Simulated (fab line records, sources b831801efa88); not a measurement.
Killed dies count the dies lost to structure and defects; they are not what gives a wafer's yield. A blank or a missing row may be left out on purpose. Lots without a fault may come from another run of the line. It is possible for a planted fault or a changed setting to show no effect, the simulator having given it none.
fab line records | flow sky130
record lots=14 | wafers=42 | lastDay=50
route steps=708 shown LDD_N@252
lots untouched by any fault: they come from a run of this same line in which no faults occurred
startH: start of the lot's first displayed wafer, in hours after the record's first day | waitH: hours elapsed since this lot's preceding step | " repeats the value in the row above | L1.1+2: one row covering several wafers at once | - value missing, or start not given | * or withheld: withheld | < > ~ a bound
route shown NAME@n: a module of which the file shows steps, and the number in the route of the first | usual: mean/standard deviation taken from wafers without a fault | same: alike in all rows | chamber/n: place in a boat | sites: readings site by site | _std_site: the standard deviation of these | _edge_site: inner sites' mean taken away from outer sites' mean | radiusMm: for every site, how far away it sits from the centre of the wafer | mask NAME#n: copy n | behind: the most recent tool/chamber to have shaped the wafer | hold: cause of the lot's hold/its duration in hours/its outcome | device: names the non-switching transistor (n, p or np) | end of line: the tests these same wafers got at the end of their route | where a step has no rows: the recipe by itself | killed: not the wafer's yield, but the dies lost to structure and defects at the first sort | map: a wafer's dies, x killed, . not, _ none there
set.NAME: the setting that was run; set.NAME@STEP: the one run at that earlier step | model.NAME: the simulator's own value behind a step, which no gauge read
one table for each step of the route and one row for each wafer, over a sample of lots
services: a tool's chamber out of use, with start hour (startH, from the record's first day; less than 0 if before it), hours out, and reason
## steps
# step SKY_LDD_N_IMPLANT_15
# recipe species=BF2 | energyKev=50 | doseCm2=5e+12 | tiltDeg=30 | rotationDeg=270
# usual beamEnergyKeV=50.002/0.016 | beamOnS=10.01/0.19 | doseIonsCm2=4.998e+12/5.9e+09
lot.wafer | tool         | chamber | startH | waitH | beamEnergyKeV | beamOnS | doseIonsCm2
L988.3    | implanter-01 | 0       | 394.68 | 0.1   | 50.000        | 9.85    | 5.002e+12
L988.4    | "            | 0       | "      | "     | 49.998        | 10.17   | 5e+12
L988.5    | "            | 0       | "      | "     | 50.009        | 9.89    | 5.001e+12
L990.1    | implanter-03 | 0       | 419.62 | 0.1   | 49.988        | 9.93    | 4.997e+12
L990.4    | "            | 0       | "      | "     | 49.963        | 10.05   | 4.998e+12
L990.5    | "            | 0       | "      | "     | 49.977        | 10.07   | 5.006e+12
L992.3    | implanter-03 | 0       | 441.38 | 0.1   | 49.981        | 9.92    | 4.99e+12
L992.4    | "            | 0       | "      | "     | 49.988        | 10.36   | 4.989e+12
L992.6    | "            | 0       | "      | "     | 50.002        | 10.25   | 4.986e+12
L993.2    | implanter-03 | 0       | 451.24 | 0.1   | 49.984        | 10.14   | 5.005e+12
L993.3    | "            | 0       | "      | "     | 50.005        | 10.08   | 5.002e+12
L993.4    | "            | 0       | "      | "     | 50.002        | 10.40   | 5.002e+12
L994.2    | implanter-01 | 0       | 464.39 | 0.1   | 50.015        | 9.71    | 4.997e+12
L994.4    | "            | 0       | "      | "     | 50.002        | 9.93    | 4.992e+12
L994.6    | "            | 0       | "      | "     | 50.006        | 9.29    | 5.001e+12
L996.2    | implanter-03 | 0       | 480.80 | 0.1   | 50.009        | 9.87    | 4.998e+12
L996.4    | "            | 0       | "      | "     | 50.016        | 9.92    | 5.004e+12
L996.5    | "            | 0       | "      | "     | 50.004        | 9.97    | 5.013e+12
L997.1    | implanter-01 | 0       | 486.62 | 0.1   | 50.013        | 9.77    | 5e+12
L997.3    | "            | 0       | "      | "     | 50.030        | 10.23   | 4.992e+12
L997.5    | "            | 0       | "      | "     | 50.018        | 10.29   | 4.987e+12
L998.2    | implanter-03 | 0       | 491.19 | 0.1   | 49.998        | 10.20   | 5e+12
L998.3    | "            | 0       | "      | "     | 50.013        | 10.13   | 4.999e+12
L998.4    | "            | 0       | "      | "     | 49.999        | 10.28   | 4.997e+12
L999.2    | implanter-03 | 0       | 501.56 | 0.1   | 49.991        | 10.11   | 5.001e+12
L999.3    | "            | 0       | "      | "     | 49.986        | 9.93    | 4.998e+12
L999.6    | "            | 0       | "      | "     | 50.008        | 10.10   | 5.002e+12
L101.2    | implanter-03 | 0       | 526.86 | 0.1   | 49.991        | 10.28   | 5.008e+12
L101.5    | "            | 0       | "      | "     | 49.986        | 9.99    | 5.003e+12
L101.6    | "            | 0       | "      | "     | 49.976        | 9.74    | 5.001e+12
L105.1    | implanter-04 | 0       | 560.52 | 0.1   | 50.026        | 10.13   | 4.997e+12
L105.3    | "            | 0       | "      | "     | 50.011        | 10.22   | 5.001e+12
L105.4    | "            | 0       | "      | "     | 50.028        | 9.68    | 5.004e+12
L106.2    | implanter-04 | -       | 562.65 | 0.1   | -             | -       | -
L106.5    | "            | -       | "      | "     | -             | -       | -
L106.6    | "            | -       | "      | "     | -             | -       | -
L107.1    | implanter-01 | -       | 572.77 | 0.1   | -             | -       | -
L107.4    | "            | -       | "      | "     | -             | -       | -
L107.5    | "            | -       | "      | "     | -             | -       | -
L108.1    | implanter-04 | 0       | 583.66 | 0.1   | 50.008        | 10.18   | 4.988e+12
L108.2    | "            | 0       | "      | "     | 49.996        | 10.07   | 4.998e+12
L108.3    | "            | 0       | "      | "     | 50.000        | 9.92    | 4.992e+12
## services
tool         | chamber | startH | hours | kind
implanter-04 | -       | 371.13 | 4.9   | pm
implanter-03 | -       | 371.45 | 4.2   | pm
implanter-04 | -       | 389.16 | 2.5   | repair
implanter-03 | -       | 392.23 | 3.2   | repair
implanter-04 | -       | 415.41 | 1.3   | repair
implanter-01 | -       | 479.53 | 5.8   | repair
implanter-04 | -       | 484.73 | 9.6   | repair
implanter-01 | -       | 524.27 | 4.0   | pm
implanter-01 | -       | 551.87 | 19.2  | repair
implanter-01 | -       | 557.26 | 2.1   | repair
implanter-03 | -       | 559.31 | 5.7   | repair
## key
firstSign step=SKY_LDD_N_IMPLANT_15 | reading=toolRecord | direction=missing
effect none on later readings
metAt SKY_LDD_N_IMPLANT_15
struckLots L106,L107
laterRowsLeftOut L106.2,L106.5,L106.6,L107.1,L107.4,L107.5
sortLeftOut L106.2,L106.5,L106.6,L107.1,L107.4,L107.5
testerLeftOut L106,L107
onsetBetween 560.52 562.65
fault kind=skippedStepWhole | tool=implanter-01,implanter-04 | chamber=- | onsetH=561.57 | steps=SKY_LDD_N_IMPLANT_15 | scope=struckLotsOnly
# testerLeftOut: of these lots the tester's yield and bins aren't shown, on N5 and GAA mostly nor the transistor test; their killed dies are dies lost to structure and defects alone, not to doping, threshold or leakage, so they don't give the yield
# sortLeftOut: the simulated sort isn't trusted on such a fault, so these wafers' sort isn't shown, and their yield isn't known
# laterRowsLeftOut: the simulator's readings of these wafers behind a module that went badly wrong aren't trusted and aren't shown, but for the sort
